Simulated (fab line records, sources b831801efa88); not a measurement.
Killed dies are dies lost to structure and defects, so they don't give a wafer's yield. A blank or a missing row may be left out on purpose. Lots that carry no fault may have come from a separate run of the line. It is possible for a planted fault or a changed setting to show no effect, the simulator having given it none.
Which tool is to blame? | flow sky130 | 33 wafers from 11 lots sampled at 6 of the route's 708 steps

## WHAT THE GAUGES READ, wafer by wafer
SKY_FIELD_ISO_CD_MEAS_13: target cd 150 nm.
lot  | measured    | on        | cd-nm (nm)
L158 | day 2 09:04 | cd-sem-02 | 150.0 149.9 150.4
L160 | day 2 20:50 | cd-sem-02 | 153.3 153.7 151.8
L161 | day 3 02:53 | cd-sem-02 | 150.4 151.3 150.3
L162 | day 3 06:59 | cd-sem-01 | 151.8 151.2 151.7
L165 | day 3 20:14 | cd-sem-02 | 152.6 152.1 151.5
L166 | day 4 15:11 | cd-sem-02 | 148.3 147.5 148.2
L169 | day 4 20:02 | cd-sem-01 | 150.7 151.4 152.9
L171 | day 5 04:20 | cd-sem-01 | 150.3 151.8 151.3
L174 | day 5 22:34 | cd-sem-01 | 148.2 148.0 149.0
L177 | day 6 13:14 | cd-sem-01 | 149.3 149.3 149.6
L178 | day 6 19:47 | cd-sem-01 | 148.5 150.1 149.0

SKY_SONOS_TUNNEL_TW_MEAS_12.
lot  | measured     | on            | SONOS_TUNNEL_TW
L158 | day 11 14:20 | film-metro-02 | 196.3 197.9 196.4
L160 | day 12 07:07 | film-metro-02 | 198.8 198.4 197.8
L161 | day 12 15:38 | film-metro-03 | 195.5 195.7 197.1
L162 | day 13 01:50 | film-metro-04 | 193.7 195.5 193.4
L165 | day 13 23:48 | film-metro-03 | 194.8 192.6 192.9
L166 | day 15 02:14 | film-metro-03 | 195.2 194.4 196.0
L169 | day 15 19:55 | film-metro-03 | 195.8 196.2 195.7
L171 | day 16 03:16 | film-metro-04 | 192.2 192.4 192.9
L174 | day 17 07:34 | film-metro-02 | 197.2 198.8 198.5
L177 | day 18 06:47 | film-metro-03 | 195.5 194.9 194.5
L178 | day 18 13:55 | film-metro-04 | 192.9 193.6 194.3

SKY_RES_PROTECT_TW_MEAS_08.
lot  | measured     | on            | POLY_GATE_TW
L158 | day 15 06:34 | film-metro-04 | 3985 3980 3989
L160 | day 16 00:30 | film-metro-03 | 4006 4003 3998
L161 | day 16 12:30 | film-metro-02 | 4132 4161 4160 4147 4139 4166
L162 | day 17 00:32 | film-metro-04 | 3970 3971 3965
L165 | day 18 00:02 | film-metro-02 | 4141 4155 4159 4138 4159 4120
L166 | day 19 03:17 | film-metro-02 | 4167 4153 4149 4160 4175 4174
L169 | day 20 03:59 | film-metro-02 | 4025 4029 4030
L171 | day 20 05:35 | film-metro-03 | 3977 4007 4006
L174 | day 21 17:12 | film-metro-02 | 4040 4039 4029
L177 | day 22 12:37 | film-metro-03 | 4007 4017 3998
L178 | day 22 20:23 | film-metro-03 | 3995 4011 3984

## WHAT TOOL EACH LOT RAN ON (gives the tool, then ch and the chambers of the sampled wafers, and finally the start)
lot  | SKY_VT_ADJUST_PCH_STRIP_09           | SKY_POLY_GATE_IMPLANT_02        | SKY_RES_PROTECT_STRIP_07
L158 | plasma-asher-03 ch 1, day 10 14:07   | implanter-01 ch 0, day 15 06:19 | plasma-asher-03 ch 1, day 15 06:28
L160 | plasma-asher-04 ch 0,1, day 11 06:45 | implanter-01 ch 0, day 16 00:18 | plasma-asher-04 ch 0,1, day 16 00:24
L161 | plasma-asher-02 ch 0,1, day 11 14:50 | implanter-02 ch 0, day 16 11:51 | plasma-asher-01 ch 0,1, day 16 12:24
L162 | plasma-asher-04 ch 0,1, day 12 00:55 | implanter-03 ch 0, day 17 00:17 | plasma-asher-01 ch 0,1, day 17 00:26
L165 | plasma-asher-03 ch 0,1, day 12 20:40 | implanter-03 ch 0, day 17 23:28 | plasma-asher-03 ch 0,1, day 17 23:56
L166 | plasma-asher-02 ch 0,1, day 13 22:55 | implanter-03 ch 0, day 19 02:43 | plasma-asher-04 ch 0,1, day 19 03:11
L169 | plasma-asher-02 ch 0,1, day 14 15:46 | implanter-02 ch 0, day 20 03:45 | plasma-asher-04 ch 0,1, day 20 03:53
L171 | plasma-asher-03 ch 0,1, day 14 22:25 | implanter-02 ch 0, day 20 05:20 | plasma-asher-03 ch 0,1, day 20 05:28
L174 | plasma-asher-02 ch 0,1, day 16 02:45 | implanter-03 ch 0, day 21 16:59 | plasma-asher-03 ch 0,1, day 21 17:07
L177 | plasma-asher-03 ch 0,1, day 17 01:34 | implanter-03 ch 0, day 22 12:22 | plasma-asher-04 ch 0,1, day 22 12:31
L178 | plasma-asher-03 ch 0,1, day 17 08:25 | implanter-01 ch 0, day 22 20:09 | plasma-asher-03 ch 0,1, day 22 20:16
- SKY_VT_ADJUST_PCH_STRIP_09: strips in O2/N2.
- SKY_POLY_GATE_IMPLANT_02
- SKY_RES_PROTECT_STRIP_07: strips in O2/N2.

## WHAT THE TOOLS THEMSELVES READ (means of the sampled wafers that have a number; where no wafer has one, the mark that the record gives instead)
SKY_VT_ADJUST_PCH_STRIP_09.
lot  | tool            | drypump-motor-current-A (A) | oes-product-au (a.u.) | strip-time-to-endpoint-s (s)
L158 | plasma-asher-03 | 5.4                         | 0.718                 | 36.96
L160 | plasma-asher-04 | 5.8                         | 0.717                 | 37.07
L161 | plasma-asher-02 | 6.1                         | 0.717                 | 36.95
L162 | plasma-asher-04 | 6.3                         | 0.722                 | 37.05
L165 | plasma-asher-03 | 5.6                         | 0.729                 | 36.90
L166 | plasma-asher-02 | 6.1                         | 0.723                 | 36.95
L169 | plasma-asher-02 | 6.0                         | 0.721                 | 36.98
L171 | plasma-asher-03 | 5.5                         | 0.720                 | 36.96
L174 | plasma-asher-02 | 6.0                         | 0.724                 | 37.22
L177 | plasma-asher-03 | 5.5                         | 0.720                 | 37.11
L178 | plasma-asher-03 | 5.7                         | 0.716                 | 36.85

SKY_POLY_GATE_IMPLANT_02.
lot  | tool         | beam-energy-keV | beam-on-s (s)
L158 | implanter-01 | 29.997          | 37
L160 | implanter-01 | 29.996          | 37
L161 | implanter-02 | 29.997          | 38
L162 | implanter-03 | 30.000          | 29
L165 | implanter-03 | 29.997          | 29
L166 | implanter-03 | 30.005          | 29
L169 | implanter-02 | 29.997          | 38
L171 | implanter-02 | 30.006          | 38
L174 | implanter-03 | 30.022          | 29
L177 | implanter-03 | 29.999          | 29
L178 | implanter-01 | 29.997          | 36

SKY_RES_PROTECT_STRIP_07.
lot  | tool            | drypump-motor-current-A (A) | oes-product-au (a.u.) | strip-time-to-endpoint-s (s)
L158 | plasma-asher-03 | 5.4                         | 0.517                 | 23.35
L160 | plasma-asher-04 | 5.8                         | 0.519                 | 23.26
L161 | plasma-asher-01 | 5.3                         | 0.498                 | 25.13
L162 | plasma-asher-01 | 5.4                         | 0.517                 | 23.31
L165 | plasma-asher-03 | 5.7                         | 0.495                 | 25.14
L166 | plasma-asher-04 | 6.3                         | 0.498                 | 25.10
L169 | plasma-asher-04 | 6.3                         | 0.514                 | 23.28
L171 | plasma-asher-03 | 5.6                         | 0.519                 | 23.29
L174 | plasma-asher-03 | 5.7                         | 0.516                 | 23.27
L177 | plasma-asher-04 | 5.8                         | 0.520                 | 23.36
L178 | plasma-asher-03 | 5.6                         | 0.520                 | 23.23

## THE ANSWER, worked out from the rows above alone
Rule: the usual values come from the lots themselves. The widest of any qualifying gaps counts: lots, ordered by their means at a reading, are off when they make up no more than a third of the lots, leave a main group of 4 or more, and stand apart from it by 3 or more times the standard deviation of that group's means. If all means in a main group match to the digits the tables above print for the reading, that group is not used. Also off: a lot with no number at a reading for which 4 or more lots have one. Where the step has rows for the other lots, those lots are counted as sound. After the gauges, taken in route order, come the tools' own readings; for these a lot's mean is taken, as printed above. At the first step where some lot is off, the reading lying furthest off is the one used; lots without a number count as furthest.
Off: L161, L165, L166, at SKY_RES_PROTECT_TW_MEAS_08 (POLY_GATE_TW). The main group: mean 4003, standard deviation 20.
A tool fits if, at a process step before that reading, it ran every lot that is off, and no sound lot after the first of them. Not tried: the gauges at SKY_RES_PROTECT_TW_MEAS_08; whatever is off there is also off at SKY_RES_PROTECT_STRIP_07, on other tools, and gauge error can't account for it. None of those tried fits.

## WHAT THE SIMULATOR HAD INSERTED
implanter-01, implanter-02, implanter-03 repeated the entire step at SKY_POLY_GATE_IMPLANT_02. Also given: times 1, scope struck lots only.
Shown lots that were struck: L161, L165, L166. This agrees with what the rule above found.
